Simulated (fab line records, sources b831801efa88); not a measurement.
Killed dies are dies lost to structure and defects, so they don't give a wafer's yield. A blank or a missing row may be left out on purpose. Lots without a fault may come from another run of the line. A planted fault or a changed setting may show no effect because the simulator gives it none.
Which tool did it? | flow gf180mcu | 12 lots, 36 wafers sampled, at 3 steps of a route of 602

WHAT THE GAUGES READ, wafer by wafer
GF_V1_CD_MEAS_14: target cd 260 nm.
lot  | measured     | on        | cd_nm (nm)
L214 | day 18 09:40 | cd_sem-01 | 258.2 259.3 257.9
L216 | day 19 05:07 | cd_sem-01 | 260.8 261.0 260.1
L217 | day 19 16:29 | cd_sem-02 | 259.8 259.4 258.2
L219 | day 20 12:16 | cd_sem-01 | 258.8 258.8 259.2
L220 | day 20 23:09 | cd_sem-02 | 261.8 261.0 258.6
L221 | day 21 08:13 | cd_sem-01 | 260.8 260.2 258.9
L222 | day 21 19:42 | cd_sem-01 | 259.0 258.5 258.4
L223 | day 21 23:15 | cd_sem-01 | 261.1 260.4 260.2
L225 | day 23 00:31 | cd_sem-02 | 256.6 256.3 256.9
L226 | day 23 06:08 | cd_sem-01 | 261.2 260.8 261.0
L230 | day 24 10:40 | cd_sem-02 | 251.3 251.7 252.3
L231 | day 24 18:05 | cd_sem-02 | 255.1 253.6 253.9

WHICH TOOL RAN EACH LOT (tool, then ch and the chambers of the sampled wafers, then the start)
lot  | GF_V1_CMP_04                  | GF_V1_SOFTBAKE_10
L214 | cmp-02 ch 1,2,3, day 17 09:37 | litho_track-03 ch 0, day 17 22:00
L216 | cmp-01 ch 0,3, day 18 04:14   | litho_track-04 ch 0, day 18 16:00
L217 | cmp-02 ch 0,1,3, day 18 15:40 | litho_track-03 ch 0, day 19 04:00
L219 | cmp-01 ch 0,1,3, day 19 11:54 | litho_track-03 ch 0, day 20 00:00
L220 | cmp-01 ch 1,3, day 19 22:23   | litho_track-02 ch 0, day 20 10:00
L221 | cmp-01 ch 1,2,3, day 20 07:55 | litho_track-03 ch 0, day 20 19:00
L222 | cmp-01 ch 1,2,3, day 20 19:08 | litho_track-03 ch 0, day 21 07:00
L223 | cmp-02 ch 0,2,3, day 20 23:25 | litho_track-02 ch 0, day 21 11:00
L225 | cmp-02 ch 0,1, day 22 01:00   | litho_track-02 ch 0, day 22 12:00
L226 | cmp-01 ch 0,2, day 22 06:28   | litho_track-02 ch 0, day 22 18:00
L230 | cmp-01 ch 0,1,2, day 23 12:11 | litho_track-02 ch 0, day 23 23:00
L231 | cmp-02 ch 0,1, day 23 19:31   | litho_track-02 ch 0, day 24 06:00
- GF_V1_CMP_04: polishes SiO2.
- GF_V1_SOFTBAKE_10: time 60 s.

WHAT THE TOOLS THEMSELVES READ (means of the sampled wafers that have a number; where no wafer has one, the mark that the record gives instead)
GF_V1_CMP_04.
lot  | tool   | motor_current_A (A) | time_to_endpoint_s (s)
L214 | cmp-02 | 11.3                | 89
L216 | cmp-01 | 11.6                | 74
L217 | cmp-02 | 12.2                | 82
L219 | cmp-01 | 12.6                | 79
L220 | cmp-01 | 12.9                | 79
L221 | cmp-01 | 12.7                | 76
L222 | cmp-01 | 12.7                | 76
L223 | cmp-02 | 11.9                | 83
L225 | cmp-02 | 14.0                | 79
L226 | cmp-01 | 12.4                | 80
L230 | cmp-01 | 12.3                | 73
L231 | cmp-02 | 13.8                | 78

GF_V1_SOFTBAKE_10.
lot  | tool           | heater_power_total_W (W) | run_length_s (s)
L214 | litho_track-03 | 92.96                    | 89.01
L216 | litho_track-04 | 93.03                    | 88.98
L217 | litho_track-03 | 93.04                    | 88.93
L219 | litho_track-03 | 93.12                    | 88.87
L220 | litho_track-02 | 93.03                    | 89.25
L221 | litho_track-03 | 93.08                    | 88.87
L222 | litho_track-03 | 93.00                    | 88.91
L223 | litho_track-02 | 93.08                    | 89.25
L225 | litho_track-02 | 93.04                    | 89.18
L226 | litho_track-02 | 93.08                    | 89.16
L230 | litho_track-02 | 109.10                   | 65.63
L231 | litho_track-02 | 109.10                   | 65.65

THE ANSWER, worked out from the rows above alone
Rule: what is usual is taken from the lots themselves. Put in order of their means at a reading, lots are off if they are a third of the lots or fewer, leave a main group of 4 or more, and stand apart from it by a gap of 3 or more times the standard deviation of the main group's means; of several such gaps the widest counts. A main group whose means are all the same, to the digits that the tables above print for the reading, isn't used. A lot without any number at a reading at which 4 lots or more have one is off too. The other lots that the step has rows for count as sound. The gauges are gone through in route order, then the tools' own readings, and for those a lot's mean is taken as printed above. The first step at which some lot is off is used, and at that step the reading that is off furthest; a lot without a number counts as furthest.
Off: L230, L231, at GF_V1_SOFTBAKE_10 (heater_power_total_W). The main group: mean 93.05 W, standard deviation 0.044.
A tool fits if, at that step or a process step before it, it ran every lot that is off, and no sound lot after the first of them. One fits: litho_track-02 at GF_V1_SOFTBAKE_10. Its last sound lot is L226 (day 22 18:00), its first lot that is off L230 (day 23 23:00): a fault that began between those two fits.
The tool's own readings at GF_V1_SOFTBAKE_10 bear it out: on the lots that are off they differ by more than 5 times the standard deviation of the sound lots' means. heater_power_total_W reads 109.10 W there against 93.05 W on the sound lots; run_length_s reads 65.64 s there against 89.04 s on the sound lots.

WHAT THE SIMULATOR HAD PUT IN
Process parameter drift: litho_track-02, from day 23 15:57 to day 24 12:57, at GF_V1_SOFTBAKE_10. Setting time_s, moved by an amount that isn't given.
Lots struck among those shown: L230, L231. The rule above found the same.
